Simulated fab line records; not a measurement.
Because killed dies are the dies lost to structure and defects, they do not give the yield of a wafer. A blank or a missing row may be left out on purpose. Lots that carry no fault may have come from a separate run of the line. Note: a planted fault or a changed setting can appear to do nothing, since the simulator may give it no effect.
Lot-split experiment + flow sky130 + on a route of 708 steps: 5 lots, 27 wafers read

ON THE SPLIT
At SKY_LI_CONTACT_ETCH_14 (etches BARC in N2/H2, stops on SiO2, time 45.9 s, target depth 60 nm), the setting time s was moved away from the recipe's 45.9 s on 9 of the 27 wafers read, by -24.0% to +24.9%. This setting was run at the recipe's value on the other wafers.

The split's own step is where the reading is taken.

THE READING
oes product au, in a.u., at SKY_LI_CONTACT_ETCH_14 (etches BARC in N2/H2, stops on SiO2, time 45.9 s, target depth 60 nm). A value of 0.865 a.u. with a standard deviation of 0.005 a.u. is what fault-free wafers of this fab line usually give.

| wafer  | tool, chamber at the split | time s as run, s | against the recipe | oes product au, a.u. | against lot-mates on the recipe |
|--------|----------------------------|------------------|--------------------|----------------------|---------------------------------|
| L076.1 | rie diel-02, 0             | 34.88            | -24.0%             | 0.990                | +0.124                          |
| L076.2 | rie diel-02, 1             | 34.88            | -24.0%             | 0.987                | +0.121                          |
| L076.3 | rie diel-02, 2             | 34.88            | -24.0%             | 1.005                | +0.139                          |
| L076.4 | rie diel-02, 3             | 45.9             | recipe             | 0.860                | -                               |
| L076.5 | rie diel-02, 2             | 45.9             | recipe             | 0.874                | -                               |
| L076.6 | rie diel-02, 3             | 45.9             | recipe             | 0.864                | -                               |
| L078.3 | rie diel-03, 1             | 45.9             | recipe             | 0.859                | -                               |
| L078.4 | rie diel-03, 2             | 45.9             | recipe             | 0.864                | -                               |
| L078.5 | rie diel-03, 2             | 45.9             | recipe             | 0.869                | -                               |
| L079.1 | rie diel-02, 1             | 54.09            | +17.8%             | 0.819                | -0.044                          |
| L079.2 | rie diel-02, 3             | 45.9             | recipe             | 0.863                | -                               |
| L079.3 | rie diel-02, 2             | 45.9             | recipe             | 0.864                | -                               |
| L079.4 | rie diel-02, 0             | 54.09            | +17.8%             | 0.830                | -0.033                          |
| L079.5 | rie diel-02, 0             | 45.9             | recipe             | 0.861                | -                               |
| L079.6 | rie diel-02, 1             | 54.09            | +17.8%             | 0.838                | -0.025                          |
| L084.1 | rie diel-03, 2             | 57.31            | +24.9%             | 0.823                | -0.044                          |
| L084.2 | rie diel-03, 1             | 45.9             | recipe             | 0.864                | -                               |
| L084.3 | rie diel-03, 0             | 57.31            | +24.9%             | 0.832                | -0.035                          |
| L084.4 | rie diel-03, 3             | 57.31            | +24.9%             | 0.835                | -0.032                          |
| L084.5 | rie diel-03, 3             | 45.9             | recipe             | 0.872                | -                               |
| L084.6 | rie diel-03, 0             | 45.9             | recipe             | 0.866                | -                               |
| L083.1 | rie diel-01, 1             | 45.9             | recipe             | 0.867                | -                               |
| L083.2 | rie diel-01, 0             | 45.9             | recipe             | 0.871                | -                               |
| L083.3 | rie diel-01, 2             | 45.9             | recipe             | 0.867                | -                               |
| L083.4 | rie diel-01, 2             | 45.9             | recipe             | 0.863                | -                               |
| L083.5 | rie diel-01, 0             | 45.9             | recipe             | 0.866                | -                               |
| L083.6 | rie diel-01, 1             | 45.9             | recipe             | 0.863                | -                               |

THE FIT
A straight line over all 27 wafers: oes product au changes by -0.00321 a.u. for each +1% of time s; r = -0.89; the points scatter about the line by 0.021 a.u.
The same after taking each lot's own level away (the mean of its wafers on the recipe; 27 wafers): -0.0032 a.u. for each +1%; r = -0.90; scatter 0.021 a.u.
That fit puts the effect of the largest move of time s on the reading at 0.08 a.u.
Measured against the standard deviation above, the lots' own levels, which go from 0.8627 to 0.8673 a.u., span 0.9 times it.
Consequently the slope shifts little with the lot-to-lot level, the two slopes agreeing.
Check: -0.0707 a.u. against its lot-mates is what the line predicts for one of the wafers moved furthest among these (+24.9%) when that wafer is left out of the fit. It came out at -0.0443 a.u. against them.
Tool readings at the split's step, against how far the setting was moved: oes product au r = -0.89.

ADDITIONAL SPLITS CARRIED BY THESE WAFERS
Before the reading, these wafers also passed through other splits. Each is held against what the fit with the lots' levels taken away leaves over:
| other split on the same wafers | wafers away from the commonest value | r with oes product au (lot level and that fit taken away) |
|--------------------------------|--------------------------------------|-----------------------------------------------------------|
| SKY_FIELD_ISO_CVD_03 time s    | 12                                   | +0.32                                                     |
| SKY_POLY_GATE_ETCH_17 time s   | 9                                    | +0.18                                                     |

THE WHOLE CHAIN: every reading that the file lists as answering this split, in the file's order
| step                    | what it does                                                         | reading                                                                                 | change (the file's fit)                   | r (the file's) |
|-------------------------|----------------------------------------------------------------------|-----------------------------------------------------------------------------------------|-------------------------------------------|----------------|
| SKY_LI_CONTACT_ETCH_14  | etches BARC in N2/H2, stops on SiO2, time 45.9 s, target depth 60 nm | oes product au                                                                          | -0.00304 a.u. for each +1% of the setting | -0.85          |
| SKY_LI_CONTACT_ETCH_14  | etches BARC in N2/H2, stops on SiO2, time 45.9 s, target depth 60 nm | KrF-thick_of_LI_CONTACT_COAT_07.thk nm (the simulator's own value, which no gauge read) | -0.449 nm for each +1% of the setting     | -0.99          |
| SKY_LI_CONTACT_ETCH_15  | etches PSG in C4F8/O2/Ar, stops on Si, target depth 600 nm           | KrF-thick_of_LI_CONTACT_COAT_07.thk nm (the simulator's own value, which no gauge read) | -0.456 nm for each +1% of the setting     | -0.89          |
| SKY_LI_CONTACT_STRIP_16 | strips in O2/N2                                                      | strip time to endpoint s                                                                | withheld for each +1% of the setting      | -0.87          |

THE FILE'S OWN FIT
oes product au changes by -0.00304 a.u. for each +1% of time s, r = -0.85.
